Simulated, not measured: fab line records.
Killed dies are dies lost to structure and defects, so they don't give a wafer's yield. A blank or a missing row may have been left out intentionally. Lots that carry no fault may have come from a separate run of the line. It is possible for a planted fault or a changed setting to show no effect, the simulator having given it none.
Which tool is to blame?    flow gf180mcu    14 lots, 42 wafers sampled, at 2 steps of a route of 602

WHAT THE GAUGES READ, wafer by wafer
GF_TOP_METAL_THK_MEAS_06: measures by xrf.
lot   measured      on             TOP_METAL_ALCU_THK (nm)
L926  day 27 08:39  film_metro-04  907 904 898
L927  day 27 21:41  film_metro-01  909 895 915
L928  day 28 08:03  film_metro-02  898 909 904
L929  day 28 17:00  film_metro-01  897 891 898
L930  day 28 21:42  film_metro-02  892 881 884
L937  day 30 21:43  film_metro-01  908 912 910
L938  day 31 07:23  film_metro-01  883 886 892
L940  day 31 17:07  film_metro-04  897 903 906
L941  day 32 01:42  film_metro-01  901 906 897
L942  day 32 04:30  film_metro-02  911 914 912
L944  day 32 15:20  film_metro-01  892 892 900
L945  day 32 21:45  film_metro-01  902 891 895
L946  day 33 07:17  film_metro-04  906 912 912
L947  day 33 10:43  film_metro-04  917 916 901

EACH LOT AND THE TOOL THAT RAN IT (in order: tool; ch and the chambers of the sampled wafers; start)
lot   GF_V5_ETCH_17
L926  rie_diel-04 ch 0,3, day 27 08:39 or earlier
L927  rie_diel-01 ch 1,2,3, day 27 21:41 or earlier
L928  rie_diel-04 ch 1,3, day 28 08:03 or earlier
L929  rie_diel-02 ch 0,2,3, day 28 17:00 or earlier
L930  rie_diel-01 ch 1,2,3, day 28 21:42 or earlier
L937  rie_diel-02 ch 0,1,2, day 30 21:43 or earlier
L938  rie_diel-04 ch 0,2, day 31 07:23 or earlier
L940  rie_diel-01 ch 0,1, day 31 17:07 or earlier
L941  rie_diel-04 ch 1,3, day 32 01:42 or earlier
L942  rie_diel-01 ch 0,1, day 32 04:30 or earlier
L944  rie_diel-04 ch 0,1,2, day 32 15:20 or earlier
L945  rie_diel-04 ch 1,2, day 32 21:45 or earlier
L946  rie_diel-02 ch 2,3, day 33 07:17 or earlier
L947  rie_diel-02 ch 2,3, day 33 10:43 or earlier
- GF_V5_ETCH_17: etches SiO2 in C4F8/O2/Ar, stops on TiN, target depth 855 nm.

WHAT THE TOOLS THEMSELVES READ (means of the sampled wafers that have a number; where no wafer has one, the mark that the record gives instead)
GF_V5_ETCH_17.
lot   tool         oes_product_au (a.u.)
L926  rie_diel-04  0.862
L927  rie_diel-01  0.857
L928  rie_diel-04  0.857
L929  rie_diel-02  0.858
L930  rie_diel-01  0.860
L937  rie_diel-02  0.856
L938  rie_diel-04  0.859
L940  rie_diel-01  0.855
L941  rie_diel-04  0.860
L942  rie_diel-01  0.857
L944  rie_diel-04  0.862
L945  rie_diel-04  0.860
L946  rie_diel-02  0.862
L947  rie_diel-02  0.857

THE ANSWER, worked out from the rows above alone
Rule: usual is defined by the lots themselves. The widest of any qualifying gaps counts: lots, ordered by their means at a reading, are off when they make up no more than a third of the lots, leave a main group of 4 or more, and stand apart from it by 3 or more times the standard deviation of that group's means. A main group whose means are all the same, to the digits that the tables above print for the reading, isn't used. A lot without any number at a reading at which 4 lots or more have one is off too. All remaining lots with rows at the step are treated as sound. First the gauges in route order, then the tools' own readings, where a lot's mean is used as printed above. The first step at which some lot is off is used, and at that step the reading that is off furthest; a lot without a number counts as furthest.
None of the lots is off at any reading shown; this tells nothing.

WHAT HAD BEEN PUT IN BY THE SIMULATOR
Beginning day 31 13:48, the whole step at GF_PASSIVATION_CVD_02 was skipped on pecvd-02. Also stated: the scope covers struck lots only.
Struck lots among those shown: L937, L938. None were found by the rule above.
